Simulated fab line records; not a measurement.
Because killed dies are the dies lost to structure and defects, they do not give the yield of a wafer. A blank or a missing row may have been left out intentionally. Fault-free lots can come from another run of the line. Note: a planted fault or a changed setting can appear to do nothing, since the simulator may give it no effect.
Struck lot and sound lot, side by side -- flow sky130 -- 16 out of 708 route steps
Sound: wafers L196.2, L196.5, L196.6. Struck: wafer L199.2 (L199.3, L199.6, from the same lot, were not struck and are left out); the cause is given at the end.
At each step with rows: each side's tool, then ch and its chambers, then its first start. Under that, the readings that differ: sound wafers -- struck wafers -- difference of the means -- sigmas: that difference in standard deviations of wafers without a fault.
alike: readings with means less than 2 such deviations apart, plus words and numbers identical on both sides. not compared: withheld readings, readings lacking a value on some wafer, bounds such as >300 that could conceal the same value, and numbers that have no deviation in the record and whose values overlap.
A row with sigmas, a row that says differs or no value, or rows on one side alone: a step with any of these is where the two part. Numbers that don't overlap but have no deviation are shown without sigmas and don't part them. A reading that every wafer of one side lacks parts them only if that side has two wafers or more.

first, 2 steps without rows for these wafers: SKY_METAL3_PEB_11; SKY_METAL3_DEVELOP_12 (develop time 60 s).
SKY_METAL3_CD_MEAS_13: target cd 300 nm.
  sound on cdSem-01 at day 38 11:46; struck on cdSem-01 at day 39 22:03
  alike: cdNm
SKY_METAL3_OVL_MEAS_14:
  sound on overlay-01 at day 38 11:53; struck on overlay-02 at day 39 22:10
  alike: METAL3_OVL
SKY_METAL3_DESCUM_15: chemistry O2, time 8 s.
  sound on rieMetal-02 ch 0,1, day 38 11:55; struck on rieMetal-04 ch 1, day 39 22:11
reading,sound,struck,difference,sigmas
chamberPressureMTorr (mTorr),9.990 9.994 9.992,10.011,+0.019,+2
oesProductAu (a.u.),0.993 0.996 0.987,1.022,+0.030,+3
  alike: drypumpMotorCurrentA
  not compared: rfHoursCounterH
SKY_METAL3_ETCH_16: etches BARC in N2/H2, stops on SiO2, time 88.2 s, target depth 60 nm.
  sound on rieMetal-02 ch 0,1, day 38 11:56; struck on rieMetal-04 ch 1, day 39 22:13
  alike: chamberPressureMTorr, drypumpMotorCurrentA, oesProductAu, throttleValvePct
  not compared: rfHoursCounterH
SKY_METAL3_ETCH_17: etches SiO2 in C4F8/O2/Ar, stops on TiN, time 3.9 s, target depth 15 nm.
  sound on rieDiel-04 ch 2,3, day 38 12:02; struck on rieDiel-01 ch 2, day 39 22:19
reading,sound,struck,difference,sigmas
oesProductAu (a.u.),0.741 0.736 0.753,0.762,+0.019,+3
  alike: chamberPressureMTorr
  not compared: rfHoursCounterH
SKY_METAL3_METAL_ETCH_18: etches the open film in Cl2/BCl3, stops on SiO2, target depth 845 nm, time 183.1 s.
  sound on rieMetal-04 ch 0,1, day 38 12:04; struck on rieMetal-02 ch 0, day 39 22:20
reading,sound,struck,difference,sigmas
drypumpMotorCurrentA (A),5.68 5.66 5.94,5.09,-0.67,-3
  alike: chamberPressureMTorr, oesProductAu, throttleValvePct
  not compared: rfHoursCounterH
SKY_METAL3_STRIP_19: strips in O2/N2.
  sound on plasmaAsher-04 ch 0,1, day 38 12:14; struck on plasmaAsher-04 ch 0, day 39 22:31
  alike: chamberPressureMTorr, drypumpMotorCurrentA, o2FlowSccm, oesProductAu, stripTimeToEndpointS
  not compared: rfHoursCounterH
then, 3 steps without rows for these wafers: SKY_METAL3_STRIP_20 (strips in post etch residue remover, time 1200 s); SKY_METAL3_CLEAN_21 (cleans in IPA, time 180 s); SKY_METAL3_CLEAN_22 (cleans in O3/DIW).
SKY_VIA3_HDPCVD_00: deposits SiO2, target thk 1635 nm, time 262 s.
  sound on hdpcvd-02 ch 0,1,2, day 38 12:50; struck on hdpcvd-01 ch 2, day 39 23:08
reading,sound,struck,difference,sigmas
model.SiO2_of_VIA3_HDPCVD_00.thkNm (nm),1562 1579 1560,2090,+523,
SKY_VIA3_THK_MEAS_01:
  sound on filmMetro-02 at day 38 13:01; struck on filmMetro-01 at day 39 23:19
reading,sound,struck,difference,sigmas
VIA3_HDPCVD_THK (nm),1561 1579 1560,2092,+525,+24
then, 1 step without rows for these wafers: SKY_VIA3_CMP_02 (polishes SiO2).
-- the record jumps here: 7 days lie between the struck wafers' starts before and after (it left off in module VIA3 and takes up again in module PAD_OPEN, whose first step shown is number 708 of the route) --
SKY_PAD_OPEN_PROBE_99:
  sound on prober-01 at day 45 17:28; struck on prober-02 at day 46 20:34
reading,sound,struck,difference,sigmas
killed_at_M0_to_M3,37 49 35,56,+16,+2
  alike: defectLimitedYield, killed_at_M4_up, killedAtContacts, killedAtFrontEnd, killedAtOther, killedDies, killedOnRim, killedOpen, killedShort, sort_bin_3_pad_short, sort_bin_5_function, sort_bin_6_memory, sortNPass, sortYieldPct

== WHERE THEY PART ==
At SKY_METAL3_DESCUM_15 first; at SKY_PAD_OPEN_PROBE_99 last (within this record only).

WHY: the cause the simulator had injected
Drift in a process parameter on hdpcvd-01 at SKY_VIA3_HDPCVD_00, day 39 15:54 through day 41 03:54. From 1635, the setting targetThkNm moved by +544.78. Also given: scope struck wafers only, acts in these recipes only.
